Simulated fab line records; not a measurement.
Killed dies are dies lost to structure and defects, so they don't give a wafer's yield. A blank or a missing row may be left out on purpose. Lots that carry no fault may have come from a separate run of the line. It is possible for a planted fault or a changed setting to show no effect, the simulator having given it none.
Comparing a struck lot with a sound one ; flow sky130 ; 22 out of 708 route steps
Sound: the wafers L719.4, L719.5, L719.6. Wafers struck: L709.2, L709.3, L709.4. Last of all comes the cause.
For every step that has rows: the tool of each side, followed by ch and its chambers, followed by its first start. Under that, the readings that differ: sound wafers ; struck wafers ; difference of the means ; sigmas: that difference in standard deviations of wafers without a fault.
alike: same words and numbers on both sides, and readings whose means sit less than 2 such deviations apart. not compared: any withheld reading, any reading some wafer has no value for, any bound like >300 that may hide the same value, and any number with overlapping values for which the record gives no deviation.
The two part at a step that has a row with sigmas, a row that says differs or no value, or rows on one side only. Non-overlapping numbers with no deviation appear without sigmas and do not part them. A reading that every wafer of one side lacks parts them only if that side has two wafers or more.

SKY_SONOS_ONO_OVL_MEAS_14:
  sound on overlay-01 at day 16 16:01; struck on overlay-01 at day 13 16:53
reading;sound;struck;difference;sigmas
SONOS_ONO_OVL (nm);3.3 3.9 3.2;0.2 -0.1 -1.4;-3.9;-3
SKY_SONOS_ONO_ETCH_15: etches the open film in CHF3/O2, target depth 19.52 nm, time 7.8 s.
  sound on rie-diel-03 ch 0,3, day 16 16:02; struck on rie-diel-03 ch 0,1,3, day 13 16:55
  alike: drypump-motor-current-A, oes-product-au, throttle-valve-pct
  not compared: rf-hours-counter-h
then, 1 step without rows for these wafers: SKY_SONOS_ONO_WET_ETCH_16 (etches SiO2 in dHF, target depth 14 nm, time 280 s).
SKY_SONOS_ONO_STRIP_17: strips in O2/N2.
  sound on plasma-asher-04 ch 0,1, day 16 16:11; struck on plasma-asher-02 ch 0,1, day 13 17:02
reading;sound;struck;difference;sigmas
strip-time-to-endpoint-s (s);14.07 14.06 14.13;14.18 14.19 14.16;+0.09;+2
  alike: drypump-motor-current-A, oes-product-au
  not compared: rf-hours-counter-h
then, 3 steps without rows for these wafers: SKY_SONOS_ONO_WET_ETCH_18 (etches Si3N4 in H3PO4, target depth 15 nm, time 172 s); SKY_GATE_OXIDE_CLEAN_00 (cleans in SC1/SC2, time 150 s); SKY_GATE_OXIDE_OXIDATION_01 (stabilise 600 s, purge 300 s, target thk 10.268 nm).
SKY_GATE_OXIDE_THK_MEAS_02:
  sound on film-metro-01 at day 16 17:59; struck on film-metro-03 at day 13 20:05
  alike: GATE_OXIDE_OXIDATION_00_THK
then, 4 steps without rows for these wafers: SKY_GATE_OXIDE_DEHYDRATE_03 (time 60 s); SKY_GATE_OXIDE_HMDS_04 (prime time 60 s); SKY_GATE_OXIDE_COAT_05 (resist thk 1140 nm); SKY_GATE_OXIDE_SOFTBAKE_06 (time 60 s).
SKY_GATE_OXIDE_EXPOSE_07: exposes mask LVOM, target cd 600 nm.
  sound on iline-stepper-02 ch 0, day 17 08:55; struck on iline-stepper-01 ch 0, day 14 08:26
reading;sound;struck;difference;sigmas
mask;LVOM#0 LVOM#0 LVOM#0;NWM#0 NWM#0 NWM#0;differs;
  alike: stage-vel-mm-s
then, 2 steps without rows for these wafers: SKY_GATE_OXIDE_PEB_08; SKY_GATE_OXIDE_DEVELOP_09 (develop time 60 s).
SKY_GATE_OXIDE_OVL_MEAS_10:
  sound on overlay-02 at day 17 23:02; struck on overlay-02 at day 14 21:28
reading;sound;struck;difference;sigmas
GATE_OXIDE_OVL (nm);3.1 2.7 2.0;- - -;no value on the struck wafers;
then, 2 steps without rows for these wafers: SKY_GATE_OXIDE_IMPLANT_11; SKY_GATE_OXIDE_WET_ETCH_12 (etches SiO2 in dHF, target depth 16.8 nm, time 336 s).
SKY_GATE_OXIDE_STRIP_13: strips in O2/N2.
  sound on plasma-asher-03 ch 0,1, day 17 23:20; struck on plasma-asher-02 ch 0,1, day 14 21:45
  alike: drypump-motor-current-A, oes-product-au, strip-time-to-endpoint-s
  not compared: rf-hours-counter-h
SKY_GATE_OXIDE_TW_MEAS_14:
  sound on film-metro-04 at day 17 23:26; struck on film-metro-04 at day 14 21:52
reading;sound;struck;difference;sigmas
GATE_OXIDE_TW;222.1 220.2 221.2;29.8 29.8 29.7;-191.4;-96
then, 1 step without rows for these wafers: SKY_GATE_OXIDE_CLEAN_15 (cleans in SC1/SC2, time 150 s).
-- a jump in the record: the struck wafers' starts before and after are 31 days apart (it breaks off in module GATE_OXIDE and resumes in module PAD_OPEN, where the first step shown is number 708 of the route) --
SKY_PAD_OPEN_PROBE_99:
  sound on prober-01 at day 48 17:26; struck on prober-02 at day 46 09:18
reading;sound;struck;difference;sigmas
killed-at-front-end;22 15 11;422 426 424;+408;+95
killed-dies;83 92 81;492 492 492;+407;+48
killed-on-rim;18 10 22;96 96 96;+79;+21
  alike: killed_at_M0_to_M3, killed_at_M4_up, killed-at-contacts, killed-at-other, killed-open, killed-short

== WHERE THEY PART ==
First at SKY_SONOS_ONO_OVL_MEAS_14; last, within this record, at SKY_PAD_OPEN_PROBE_99.

WHY: the cause the simulator had injected
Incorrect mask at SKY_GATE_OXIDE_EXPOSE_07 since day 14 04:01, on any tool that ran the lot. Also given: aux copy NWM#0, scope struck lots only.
